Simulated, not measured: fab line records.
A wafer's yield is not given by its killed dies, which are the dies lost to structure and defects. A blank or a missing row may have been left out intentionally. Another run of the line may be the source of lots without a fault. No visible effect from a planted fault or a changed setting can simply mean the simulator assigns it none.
Code-filled problem report in 8D (eight disciplines) form + flow sky130 + the parts of the form that need people (team, actions taken, sign-off) are left out

1. THE PROBLEM
Mean of bias w at SKY_POLY_GATE_ETCH_15: 74.3 W across 6 wafers in 2 lots; on wafers with no fault it is 99.9 W (standard deviation 0.31). Measured from the usual mean, that is -82 standard deviations.
The step: etches BARC in N2/H2, stops on SiO2, time 118.5 s, target depth 110 nm.
The first sign was on wafer L174.1 at day 19 10:50, on rie diel-01. The record holds 18 wafers of 6 lots with a number at this step. Rule for "out" (also "out of limits"): further than 4 standard deviations from the usual mean. All remaining wafers that have a number are taken as sound.

2. WHAT THIS IS AND IS NOT
| question                    | is                     | is not                                                                   |
|-----------------------------|------------------------|--------------------------------------------------------------------------|
| which readings at this step | bias w                 | drypump motor current A, oes product au, throttle valve pct              |
| which lots                  | L174, L179             | L167, L168, L184, L190                                                   |
| which wafers of those lots  | all that have a number | -                                                                        |
| read on which tools         | rie diel-01            | rie diel-03, rie diel-04                                                 |
| when                        | from day 19 10:50      | up to then (6 sound wafers); but 6 sound wafers of L184, L190 came after |

3. WHAT RULES OUT EACH SUSPECT
Counting: a tool at any process step up to the reading remains a suspect when it ran all the lots that are out and ran no sound lot after the first of those.
- rie diel-01 at SKY_POLY_GATE_ETCH_15 (etches BARC in N2/H2, stops on SiO2, time 118.5 s, target depth 110 nm): kept. It processed each lot that is out, first L174 at day 19 10:50, and no sound lot thereafter; up to then, the last sound lot it processed was L167 at day 16 08:16. Its own readings are out on those wafers: bias w.
Left after counting: rie diel-01 at SKY_POLY_GATE_ETCH_15.

4. THE CAUSE (what the simulator had put in)
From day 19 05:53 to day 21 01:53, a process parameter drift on rie diel-01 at SKY_POLY_GATE_ETCH_15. The setting bias w was moved by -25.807, starting from 100. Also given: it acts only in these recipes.
Only this tool survived the counting.

5. THE CHAIN OF EFFECTS, in route order
Each row: a reading whose mean over the struck wafers that have a number lies more than 3 standard deviations from the usual. Scope: only readings with a usual standard deviation given in the record; hours: median across lots of the time from each lot's start at the first step in this table that gives one to its start at this step; sigmas: change in usual standard deviations.
| hours | step                  | reading | usual  | on struck wafers | change | sigmas |
|-------|-----------------------|---------|--------|------------------|--------|--------|
| 0     | SKY_POLY_GATE_ETCH_15 | bias w  | 99.9 W | 74.3             | -25.6  | -82    |
Here are the process steps it includes:
- SKY_POLY_GATE_ETCH_15: etches BARC in N2/H2, stops on SiO2, time 118.5 s, target depth 110 nm.

6. WHAT WOULD HAVE CAUGHT IT SOONER
5 hours passed between the start of the fault at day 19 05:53 and the first reading out of limits in this record, taken at day 19 10:50.
